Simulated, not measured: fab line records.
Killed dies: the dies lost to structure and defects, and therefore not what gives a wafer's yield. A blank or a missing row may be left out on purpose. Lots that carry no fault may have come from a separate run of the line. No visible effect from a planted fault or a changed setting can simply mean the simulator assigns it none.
Problem report in the 8D (eight disciplines) form, filled by code + flow gf180mcu + the parts of the form that need people (team, actions taken, sign-off) are left out

1. WHAT WENT WRONG
cdNm at GF_STI_CD_MEAS_12 reads a mean of 210.4 nm on 6 wafers of 2 lots; wafers without a fault read 220.1 nm with a standard deviation of 1.2. Measured from the usual mean, that is -8.1 standard deviations.
The step: target cd 220 nm.
The first sign was on wafer L677.3 at day 5 22:07, on cdSem-02. Wafers with a number at this step in the record: 42, from 14 lots. The rule behind "out" and "out of limits": a value lying over 4 standard deviations away from the usual mean. The rest of the wafers with a number are treated as sound.

2. WHAT IT IS AND WHAT IT IS NOT
| question                    | is                     | is not                                                                 |
|-----------------------------|------------------------|------------------------------------------------------------------------|
| which readings at this step | cdNm                   | -                                                                      |
| which lots                  | L677, L678             | L659, L660, L661, L663, L664, L665, L666, L667, L668, L669, L671, L682 |
| which wafers of those lots  | all that have a number | -                                                                      |
| read on which gauges        | cdSem-01, cdSem-02     | -                                                                      |
| when                        | from day 5 22:07       | up to then (33 sound wafers); but 3 sound wafers of L682 came after    |

3. SUSPECTS, AND WHAT RULES EACH OUT
Counting: a tool stays on the suspect list if, at a process step up to the reading, it processed all lots that are out and no sound lot following the first of them.
- the gauge at GF_STI_CD_MEAS_12 has been ruled out. Those wafers that are out were read across 2 gauges (cdSem-01, cdSem-02).
- lithoTrack-04 at GF_STI_SOFTBAKE_08 (time 60 s): kept. All lots that are out passed through it, beginning with L677 at day 5 15:08, and no sound lot followed; its final sound lot before that point was L671 at day 4 09:38. Its own heaterPowerTotalW, plateTempC readings are out on those wafers.
The count leaves lithoTrack-04 at GF_STI_SOFTBAKE_08.

4. THE CAUSE (what the simulator had put in)
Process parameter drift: lithoTrack-04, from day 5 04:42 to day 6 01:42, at GF_STI_SOFTBAKE_08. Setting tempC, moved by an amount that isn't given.
Only this tool survived the counting.

5. SEQUENCE OF EFFECTS, ordered by route
Each row: a reading where the mean over the struck wafers with a number is more than 3 standard deviations away from the usual. Scope: only readings with a usual standard deviation given in the record; hours: median across lots of the time from each lot's start at the first step in this table that gives one to its start at this step; sigmas: change in usual standard deviations.
| hours | step               | reading           | usual    | on struck wafers | change | sigmas |
|-------|--------------------|-------------------|----------|------------------|--------|--------|
| 0     | GF_STI_SOFTBAKE_08 | heaterPowerTotalW | 93.06 W  | 96.16            | +3.10  | +54    |
| 0     | GF_STI_SOFTBAKE_08 | plateTempC        | 129.98 C | 133.25           | +3.27  | +25    |
| 7     | GF_STI_CD_MEAS_12  | cdNm              | 220.1 nm | 210.4            | -9.7   | -8.1   |
It contains these process steps:
- GF_STI_SOFTBAKE_08: time 60 s.
Later measuring or inspecting steps at which every struck wafer that the step has a row for has a number for every such reading, and none has moved that far: GF_M3_RS_MEAS_05, GF_M3_THK_MEAS_06.

6. HOW IT WOULD HAVE BEEN CAUGHT EARLIER
In this record the first reading out of limits at a measuring or inspecting step was taken at day 5 22:07, 17 hours after the fault began at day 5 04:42.
At GF_STI_SOFTBAKE_08, the tool's own readings (heaterPowerTotalW, plateTempC) were out on each struck wafer the step has a row for, so an alarm limit on them would have fired on the first such wafer.
All the lots that are out (2) had begun GF_STI_SOFTBAKE_08 on lithoTrack-04 by day 5 22:07. Tool hold at that time: it would have spared none of them.
